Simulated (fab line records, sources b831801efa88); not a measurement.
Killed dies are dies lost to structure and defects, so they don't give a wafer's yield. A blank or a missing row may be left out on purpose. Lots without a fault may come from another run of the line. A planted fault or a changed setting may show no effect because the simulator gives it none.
One fault seen from 2 desks | flow sky130 | each desk has only its own numbers; what lay behind them comes last

THE TOOL OWNER'S DESK: pvd_sputter-02
The tool's own readings at SKY_METAL4_SPUTTER_02 (material AlCu, target thk 735 nm, time 39.1 s): means of the sampled wafers that have a number, for each lot that ran on this tool. A lot is out of limits, marked OUT, if its mean lies more than 4 standard deviations from the usual mean; the brackets give that distance.
Columns: A = cathode_dc_power_W at SKY_METAL4_SPUTTER_02, usual 10600 W; B = chamber_pressure_pa at SKY_METAL4_SPUTTER_02, usual 0.4000 Pa; C = throttle_valve_pct at SKY_METAL4_SPUTTER_02, usual 30.0 %
lot  | first seen here | A     | B      | C
L513 | day 41 19:20    | 10598 | 0.3996 | 30.7
L515 | day 42 00:07    | 10599 | 0.3999 | 30.8
This desk's finding: nothing out of limits on any of the 2 lots.

THE METROLOGY DESK
What the gauges read, lot by lot, whatever tool the lot ran on: means of the sampled wafers that have a number. A lot is out of limits, marked OUT, if its mean lies more than 4 standard deviations from the usual mean; the brackets give that distance.
Columns: A = METAL3_OVL at SKY_METAL3_OVL_MEAS_14, usual 1 nm; B = VIA3_HDPCVD_THK at SKY_VIA3_THK_MEAS_01, usual 1634 nm
lot  | first seen here | A  | B
L508 | day 37 20:11    | -3 | 1629
L509 | day 38 15:26    | -1 | 1602
L511 | day 39 02:22    | 2  | 1630
L512 | day 40 07:14    | 5  | 1652
L513 | day 40 15:03    | 6  | 1642
L515 | day 40 19:12    | -2 | 1611
L517 | day 41 05:37    | 2  | 1632
L519 | day 41 12:06    | 0  | 1644
L520 | day 41 22:52    | -0 | 1637
L522 | day 42 15:24    | 7  | 1649
L524 | day 43 12:20    | 5  | 1611
L525 | day 43 17:36    | 2  | 1628
This desk's finding: nothing out of limits on any of the 12 lots.

PUT TOGETHER
The tool owner's desk saw nothing out of limits.
The metrology desk saw nothing out of limits.

WHAT THE SIMULATOR HAD PUT IN
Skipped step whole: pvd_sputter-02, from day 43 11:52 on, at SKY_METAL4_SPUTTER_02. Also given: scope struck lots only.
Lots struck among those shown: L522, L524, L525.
